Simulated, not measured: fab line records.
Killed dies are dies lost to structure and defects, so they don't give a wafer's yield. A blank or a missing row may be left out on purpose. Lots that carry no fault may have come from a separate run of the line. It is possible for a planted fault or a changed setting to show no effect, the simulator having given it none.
2 desks, one fault || flow sky130 || each desk holds nothing but its own numbers, with what lay behind them at the end

## FOR THE TOOL OWNER'S DESK: hdpcvd-01
The tool's own readings at SKY_CONTACT_HDPCVD_02 (deposits SiO2, target thk 565 nm, time 94.2 s): means of the sampled wafers that have a number, for each lot that ran on this tool. Any lot whose mean is over 4 standard deviations away from the usual mean is out of limits and marked OUT; that distance is given in the brackets.
Columns: A = run-length-s at SKY_CONTACT_HDPCVD_02, usual 122.3 s
{"lot": "L510", "first seen here": "day 31 22:23", "A": 122.5}
{"lot": "L508", "first seen here": "day 32 00:23", "A": 122.3}
{"lot": "L521", "first seen here": "day 35 15:15", "A": "112.1 (-16) OUT"}
{"lot": "L522", "first seen here": "day 36 00:30", "A": "114.8 (-12) OUT"}
This desk's verdict: out of limits on L521, L522, starting with L521 at day 35 15:15 (run-length-s at SKY_CONTACT_HDPCVD_02). L510, L508: within limits.

## THE METROLOGY DESK
Lot by lot, what the gauges showed, no matter which tool ran the lot: averages of those sampled wafers that carry a number. Any lot whose mean is over 4 standard deviations away from the usual mean is out of limits and marked OUT; that distance is given in the brackets.
Columns: A = CONTACT_HDPCVD_THK at SKY_CONTACT_THK_MEAS_03, usual 564 nm; B = cd-nm at SKY_CONTACT_CD_MEAS_14, usual 170.5 nm; C = CONTACT_OVL at SKY_CONTACT_OVL_MEAS_15, usual 0 nm
{"lot": "L505", "first seen here": "day 30 08:13", "A": 558, "B": 171.2, "C": 2}
{"lot": "L506", "first seen here": "day 30 16:10", "A": 558, "B": 170.1, "C": -4}
{"lot": "L507", "first seen here": "day 31 06:25", "A": 568, "B": 170.3, "C": 7}
{"lot": "L510", "first seen here": "day 31 22:27", "A": 562, "B": 171.2, "C": 1}
{"lot": "L509", "first seen here": "day 31 23:53", "A": 563, "B": 170.8, "C": -6}
{"lot": "L508", "first seen here": "day 32 00:27", "A": 569, "B": 169.7, "C": -3}
{"lot": "L511", "first seen here": "day 32 04:22", "A": 562, "B": 171.5, "C": 6}
{"lot": "L512", "first seen here": "day 32 23:02", "A": 564, "B": 171.7, "C": -6}
{"lot": "L521", "first seen here": "day 35 15:20", "A": "506 (-12) OUT", "B": 170.5, "C": 3}
{"lot": "L522", "first seen here": "day 36 00:35", "A": "519 (-9.0) OUT", "B": 170.4, "C": -9}
{"lot": "L526", "first seen here": "day 36 17:42", "A": 562, "B": 170.7, "C": 3}
{"lot": "L528", "first seen here": "day 37 09:32", "A": 568, "B": 170.5, "C": 2}
This desk's result: L521, L522 out of limits, first on L521 (CONTACT_HDPCVD_THK at SKY_CONTACT_THK_MEAS_03), day 35 15:20. L505, L506, L507, L510, L509, L508, L511, L512, L526, L528: within limits.

## PUT TOGETHER
The tool owner's desk had the chance to raise an alarm at day 35 15:15 on L521, L522.
At day 35 15:20 the metrology desk could have sounded an alarm, on L521, L522.
All the named lots went through SKY_CONTACT_HDPCVD_02 on hdpcvd-01.

## WHAT HAD BEEN PUT IN BY THE SIMULATOR
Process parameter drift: hdpcvd-01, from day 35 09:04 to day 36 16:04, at SKY_CONTACT_HDPCVD_02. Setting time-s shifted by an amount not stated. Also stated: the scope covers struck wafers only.
Lots struck among those shown: L521, L522.
Delay (hours) between the fault's onset and each desk's first out-of-limits reading: 6 at the tool owner's desk, 6 at the metrology desk.
